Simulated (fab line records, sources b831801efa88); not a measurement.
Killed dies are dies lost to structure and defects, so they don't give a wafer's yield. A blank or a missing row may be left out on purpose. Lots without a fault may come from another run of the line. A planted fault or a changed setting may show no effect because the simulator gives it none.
A struck lot beside a sound one | flow gf180mcu | 14 steps out of a route of 602
Sound: wafers L766.1, L766.4, L766.6. Struck: wafers L762.2, L762.3, L762.6. The cause comes at the end.
At each step with rows: each side's tool, then ch and its chambers, then its first start. Under that, the readings that differ: sound wafers | struck wafers | difference of the means | sigmas: that difference in standard deviations of wafers without a fault.
alike: readings whose means differ by less than 2 such deviations, and words and numbers that are the same on both sides. not compared: withheld readings, readings that some wafer has no value for, bounds like >300 that may hide the same value, and numbers for which the record gives no deviation and whose values overlap.
The two part at a step that has a row with sigmas, a row that says differs or no value, or rows on one side only. Numbers that don't overlap but have no deviation are shown without sigmas and don't part them. A reading that every wafer of one side lacks parts them only if that side has two wafers or more.

first, 6 steps without rows for these wafers: GF_M2_HMDS_08 (prime time 60 s); GF_M2_COAT_09 (resist thk 1000 nm); GF_M2_SOFTBAKE_10 (time 60 s); GF_M2_EXPOSE_11 (exposes mask Metal2, target cd 280 nm); GF_M2_PEB_12 (peb time 90 s); GF_M2_DEVELOP_13 (develop time 60 s).
GF_M2_CD_MEAS_14: target cd 280 nm.
  sound on cd_sem-01, day 25 08:49; struck on cd_sem-01, day 24 04:02
  alike: cd_nm
GF_M2_OVL_MEAS_15:
  sound on overlay-02, day 25 08:56; struck on overlay-02, day 24 04:09
  alike: M2_OVL
GF_M2_METAL_ETCH_16: etches the open film in Cl2/BCl3, stops on SiO2, target depth 627.5 nm, time 104.6 s.
  sound on rie_metal-04 ch 0,1, day 25 08:59; struck on rie_metal-04 ch 0, day 24 04:11
  alike: drypump_motor_current_A, oes_product_au, throttle_valve_pct
  not compared: rf_hours_counter_h
GF_M2_STRIP_17: strips in O2/N2.
  sound on plasma_asher-03 ch 0,1, day 25 09:05; struck on plasma_asher-02 ch 0,1, day 24 04:17
  alike: drypump_motor_current_A, heater_power_w, oes_product_au, strip_time_to_endpoint_s
  not compared: rf_hours_counter_h
then, 2 steps without rows for these wafers: GF_M2_STRIP_18 (strips in post etch residue remover, time 1200 s); GF_M2_CLEAN_19 (cleans in DIW).
GF_V2_CVD_00: deposits SiO2, target thk 600 nm, time 100 s.
  sound on hdpcvd-01 ch 1,2, day 25 09:59; struck on hdpcvd-02 ch 0,1, day 24 04:50
  no value came back on the struck wafers for pressure_mtorr (mTorr), run_length_s (s), sih4_flow_sccm (sccm); on the sound wafers pressure_mtorr (mTorr) reads 5.982 5.994 5.997
GF_PASSIVATION_PROBE_99:
  the record has rows for the sound wafers here (prober-02, day 33 19:47) and none for the struck ones

WHERE THEY PART
First at GF_V2_CVD_00; last, within this record, at GF_PASSIVATION_PROBE_99.

WHY: what the simulator had put in
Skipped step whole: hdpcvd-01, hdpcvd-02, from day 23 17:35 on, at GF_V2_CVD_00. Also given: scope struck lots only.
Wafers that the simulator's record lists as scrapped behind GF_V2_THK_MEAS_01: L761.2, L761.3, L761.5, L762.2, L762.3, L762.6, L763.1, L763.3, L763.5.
